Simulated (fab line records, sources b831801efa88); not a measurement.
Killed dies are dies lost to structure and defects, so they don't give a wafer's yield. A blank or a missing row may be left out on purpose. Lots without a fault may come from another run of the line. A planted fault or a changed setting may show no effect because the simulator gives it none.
A struck lot beside a sound one | flow sky130 | 28 steps out of a route of 708
Sound: wafers L437.1, L437.4, L437.5. Struck: wafers L439.2, L439.3, L439.5. The cause comes at the end.
At each step with rows: each side's tool, then ch and its chambers, then its first start. Under that, the readings that differ: sound wafers | struck wafers | difference of the means | sigmas: that difference in standard deviations of wafers without a fault.
alike: readings whose means differ by less than 2 such deviations, and words and numbers that are the same on both sides. not compared: withheld readings, readings that some wafer has no value for, bounds like >300 that may hide the same value, and numbers for which the record gives no deviation and whose values overlap.
The two part at a step that has a row with sigmas, a row that says differs or no value, or rows on one side only. Numbers that don't overlap but have no deviation are shown without sigmas and don't part them. A reading that every wafer of one side lacks parts them only if that side has two wafers or more.

SKY_VIA4_ETCH_12: etches SiO2 in C4F8/O2/Ar, stops on TiN, target depth 580 nm.
  sound on rie_diel-04 ch 1,3, day 43 11:48; struck on rie_diel-04 ch 0,2,3, day 43 19:27
  alike: oes_product_au, rf_fwd_power_W
SKY_VIA4_STRIP_13: strips in O2/N2.
  sound on plasma_asher-03 ch 0,1, day 43 11:53; struck on plasma_asher-04 ch 0,1, day 43 19:31
  alike: drypump_motor_current_A, oes_product_au, strip_time_to_endpoint_s
  not compared: rf_hours_counter_h
then, 5 steps without rows for these wafers: SKY_VIA4_STRIP_14 (strips in post etch residue remover, time 1200 s); SKY_VIA4_CLEAN_15 (cleans in IPA, time 180 s); SKY_VIA4_CLEAN_16 (cleans in O3/DIW); SKY_VIA4_SPUTTER_17 (material TiN, target thk 20 nm, time 80 s); SKY_VIA4_CVD_18 (deposits W, target thk 505 nm, time 152.14 s).
SKY_VIA4_RS_MEAS_19: measures by four-point-probe.
  sound on film_metro-04, day 43 12:43; struck on film_metro-04, day 43 20:25
  alike: VIA4_W_RS
SKY_VIA4_THK_MEAS_20: measures by xrf.
  sound on film_metro-04, day 43 12:50; struck on film_metro-04, day 43 20:31
  alike: VIA4_W_THK
SKY_VIA4_CMP_21: polishes, stops on SiO2, t overpolish 25 s, target thk 0 nm.
  sound on cmp-02 ch 1,2, day 43 12:57; struck on cmp-01 ch 1,2,3, day 43 20:40
  alike: motor_current_A, overpolish_run_s, time_to_endpoint_s
then, 1 step without rows for these wafers: SKY_METAL5_SPUTTER_00 (material Ti, target thk 15 nm, time 10 s).
SKY_METAL5_SPUTTER_01: material TiN, target thk 20 nm, time 16.7 s.
  sound on pvd_sputter-03, day 43 13:13; struck on pvd_sputter-03, day 43 20:53
  alike: chamber_pressure_pa, throttle_valve_pct
SKY_METAL5_SPUTTER_02: material AlCu, target thk 1150 nm, time 61.2 s.
  sound on pvd_sputter-03, day 43 13:15; struck on pvd_sputter-03, day 43 20:55
  reading                                     | sound                | struck               | difference | sigmas
  chamber_pressure_pa (Pa)                    | 0.3991 0.4007 0.3992 | 0.6916 0.6918 0.6933 | +0.2926    | +99 or more
  throttle_valve_pct (%)                      | 32.5 30.1 29.7       | 23.2 24.8 22.4       | -7.3       | -7
  model.AlCu_of_METAL5_SPUTTER_02.thk_nm (nm) | 1153 1165 1178       | 977.7 975.9 981.2    | -187.1     |
SKY_METAL5_SPUTTER_03: material Ti, target thk 5 nm, time 3.3 s.
  sound on pvd_sputter-03, day 43 13:18; struck on pvd_sputter-03, day 43 20:58
  reading                  | sound                | struck               | difference | sigmas
  chamber_pressure_pa (Pa) | 0.4013 0.4002 0.4003 | 0.3992 0.3979 0.3992 | -0.0018    | -2
  alike: throttle_valve_pct
then, 1 step without rows for these wafers: SKY_METAL5_SPUTTER_04 (material TiN, target thk 70 nm, time 58.3 s).
SKY_METAL5_RS_MEAS_05: measures by four-point-probe.
  sound on film_metro-03, day 43 13:22; struck on film_metro-04, day 43 21:03
  reading                 | sound                | struck               | difference | sigmas
  METAL5_ALCU_RS (ohm/sq) | 0.0270 0.0267 0.0265 | 0.0320 0.0321 0.0320 | +0.0053    | +17
SKY_METAL5_THK_MEAS_06: measures by xrf.
  sound on film_metro-03, day 43 13:29; struck on film_metro-04, day 43 21:10
  reading              | sound          | struck      | difference | sigmas
  METAL5_ALCU_THK (nm) | 1172 1181 1196 | 977 979 984 | -203       | -14
then, 8 steps without rows for these wafers: SKY_METAL5_DEHYDRATE_07 (time 60 s); SKY_METAL5_HMDS_08 (prime time 60 s); SKY_METAL5_COAT_09 (resist thk 1800 nm); SKY_METAL5_SOFTBAKE_10 (time 60 s); SKY_METAL5_EXPOSE_11 (exposes mask MM5, target cd 1600 nm); SKY_METAL5_PEB_12; SKY_METAL5_DEVELOP_13 (develop time 60 s); SKY_METAL5_DESCUM_14 (chemistry O2, time 11 s).
SKY_METAL5_METAL_ETCH_15: etches the open film in Cl2/BCl3, stops on SiO2, target depth 1260 nm, time 247.3 s.
  sound on rie_metal-01 ch 0,1, day 44 12:22; struck on rie_metal-03 ch 0,1, day 44 19:07
  reading               | sound             | struck            | difference | sigmas
  oes_product_au (a.u.) | 0.896 0.908 0.902 | 0.837 0.839 0.844 | -0.062     | -12
  alike: drypump_motor_current_A, rf_fwd_power_W, throttle_valve_pct
  not compared: rf_hours_counter_h
then, 1 step without rows for these wafers: SKY_METAL5_STRIP_16 (strips in O2/N2).
SKY_PAD_OPEN_PROBE_99:
  sound on prober-02, day 46 10:45; struck on prober-02, day 46 16:38
  reading                      | sound                   | struck                 | difference | sigmas
  model.etest.met5.rs_ohm_sq   | 0.02711 0.02677 0.02616 | 0.0322 0.03208 0.03175 | +0.0053    |
  model.etest.met5.line_ohm_um | 0.01715 0.01673 0.01636 | 0.02013 0.01989 0.0197 | +0.00316   |
  alike: defect_limited_yield, killed_at_M0_to_M3, killed_at_M4_up, killed_at_contacts, killed_at_front_end, killed_at_other, killed_dies, killed_open, killed_short, sort_bin_3_pad_short, sort_bin_5_function, sort_bin_6_memory, sort_n_pass, sort_yield_pct

WHERE THEY PART
First at SKY_METAL5_SPUTTER_02; last, within this record, at SKY_METAL5_METAL_ETCH_15. Later steps at which nothing parts them and some readings are alike: SKY_PAD_OPEN_PROBE_99.

WHY: what the simulator had put in
Process parameter drift: pvd_sputter-03, from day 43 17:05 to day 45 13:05, at SKY_METAL5_SPUTTER_02. Setting chamber_pressure_pa, moved by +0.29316, from 0.4. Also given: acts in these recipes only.
